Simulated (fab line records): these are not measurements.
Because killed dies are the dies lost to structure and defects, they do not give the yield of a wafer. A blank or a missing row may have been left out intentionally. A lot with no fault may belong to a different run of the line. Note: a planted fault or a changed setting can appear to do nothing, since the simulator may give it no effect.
A lot that was struck, set against a sound lot | flow sky130 | 17 steps out of a route of 708
Sound: these wafers, L746.1, L746.4, L746.5. Wafers L753.1, L753.3, L753.4 were the ones struck. The cause is given at the end.
For every step that has rows: the tool of each side, followed by ch and its chambers, followed by its first start. Under that, the readings that differ: sound wafers | struck wafers | difference of the means | sigmas: that difference in standard deviations of wafers without a fault.
alike: a reading whose means differ by less than 2 such deviations, as well as words and numbers matching on both sides. not compared: withheld readings; readings where some wafer has no value; bounds like >300 that might hide an equal value; numbers whose values overlap and for which the record gives no deviation.
The two part at a step that has a row with sigmas, a row that says differs or no value, or rows on one side only. Numbers that don't overlap but have no deviation are shown without sigmas and don't part them. Lack of a reading on every wafer of one side parts them only where that side has two or more wafers.

first, 1 step without rows for these wafers: SKY_VT_ADJUST_LVTN_IMPLANT_19.
SKY_VT_ADJUST_LVTN_STRIP_20: strips in O2/N2.
  sound on plasmaAsher-01 ch 0, day 8 20:45; struck on plasmaAsher-04 ch 0,1, day 10 17:39
reading                  | sound          | struck         | difference | sigmas
drypumpMotorCurrentA (A) | 5.97 5.97 6.00 | 5.09 5.81 5.14 | -0.63      | -2
  alike: chamberPressureMTorr, oesProductAu, stripTimeToEndpointS
  not compared: rfHoursCounterH
SKY_VT_ADJUST_LVTN_TW_MEAS_21:
  sound on filmMetro-02 at day 8 20:51; struck on filmMetro-02 at day 10 17:45
  alike: VT_ADJUST_LVTN_2_TW
then, 7 steps without rows for these wafers: SKY_VT_ADJUST_NCORE_DEHYDRATE_00 (time 60 s); SKY_VT_ADJUST_NCORE_HMDS_01 (prime time 60 s); SKY_VT_ADJUST_NCORE_COAT_02 (resist thk 1140 nm); SKY_VT_ADJUST_NCORE_SOFTBAKE_03 (time 60 s); SKY_VT_ADJUST_NCORE_EXPOSE_04 (exposes mask LVTN COMPLEMENT THIN, target cd 380 nm); SKY_VT_ADJUST_NCORE_PEB_05; SKY_VT_ADJUST_NCORE_DEVELOP_06 (develop time 60 s).
SKY_VT_ADJUST_NCORE_CD_MEAS_07: target cd 380 nm.
  sound on cdSem-02 at day 9 19:22; struck on cdSem-01 at day 11 18:31
  alike: cdNm
SKY_VT_ADJUST_NCORE_OVL_MEAS_08:
  sound on overlay-01 at day 9 19:29; struck on overlay-01 at day 11 18:38
  alike: VT_ADJUST_NCORE_OVL
SKY_VT_ADJUST_NCORE_IMPLANT_09:
  sound on implanter-04 ch 0, day 9 19:31; struck on implanter-04 ch 0, day 11 18:40
reading          | sound                           | struck                       | difference | sigmas
doseIonsCm2      | 2.3999e+12 2.406e+12 2.4118e+12 | 2.362e+11 2.339e+11 2.37e+11 | -2.170e+12 | -99 or more
faradayCurrentUA | 13.60 13.45 13.36               | 1.31 1.39 1.36               | -12.12     | -43
SKY_VT_ADJUST_NCORE_STRIP_10: strips in O2/N2.
  sound on plasmaAsher-02 ch 0,1, day 9 19:40; struck on plasmaAsher-01 ch 0,1, day 11 18:49
  alike: chamberPressureMTorr, drypumpMotorCurrentA, oesProductAu, stripTimeToEndpointS
  not compared: rfHoursCounterH
SKY_VT_ADJUST_NCORE_TW_MEAS_11:
  sound on filmMetro-04 at day 9 19:46; struck on filmMetro-01 at day 11 18:55
reading            | sound             | struck            | difference | sigmas
VT_ADJUST_NCORE_TW | 216.7 217.4 218.1 | 116.0 115.8 116.1 | -101.4     | -63
then, 1 step without rows for these wafers: SKY_VT_ADJUST_HVTR_DEHYDRATE_00 (time 60 s).
-- here the record skips 37 days between the struck wafers' starts before and after, leaving off in module VT_ADJUST_HVTR and picking up in module PAD_OPEN (first step shown: number 708 of the route) --
SKY_PAD_OPEN_PROBE_99:
  sound on prober-02 at day 47 13:08; struck on prober-01 at day 49 04:14
reading                               | sound                         | struck                        | difference | sigmas
model.etest.pfet_16v.rOnOhmUm         | 1.532e+04 1.477e+04 1.488e+04 | 1.796e+04 1.853e+04 1.836e+04 | +3.293e+03 | 
model.etest.nfet_16v.rOnOhmUm         | 1.431e+04 1.42e+04 1.423e+04  | 1.136e+04 1.16e+04 1.15e+04   | -2.760e+03 | 
model.etest.pfetG5v0d10v5.rOnOhmUm    | 4825 4762 4788                | 5968 5898 5982                | +1158      | 
model.etest.tipP.rsOhmSq              | 6923 6862 6934                | 7657 7700 7678                | +772       | 
model.etest.pfet_01v8.rOnOhmUm        | 2849 2967 2904                | 3408 3356 3474                | +506       | 
model.etest.resPwellUnderGate.rsOhmSq | 2286 2279 2292                | 2614 2582 2590                | +310       | 
model.etest.nfetG5v0d10v5.rOnOhmUm    | 1911 1927 1936                | 1638 1630 1642                | -288       | 
model.etest.tip_p_5v.rsOhmSq          | 2837 2841 2837                | 3017 3054 3026                | +194       | 
  alike: killed_at_M0_to_M3, killed_at_M4_up, killedAtContacts, killedAtFrontEnd, killedAtOther, killedDies, killedOpen, killedShort

== WHERE THEY PART ==
Earliest at SKY_VT_ADJUST_LVTN_STRIP_20; latest, in this record, at SKY_VT_ADJUST_NCORE_TW_MEAS_11. Later steps at which nothing parts them and some readings are alike: SKY_PAD_OPEN_PROBE_99.

WHY: the cause the simulator had injected
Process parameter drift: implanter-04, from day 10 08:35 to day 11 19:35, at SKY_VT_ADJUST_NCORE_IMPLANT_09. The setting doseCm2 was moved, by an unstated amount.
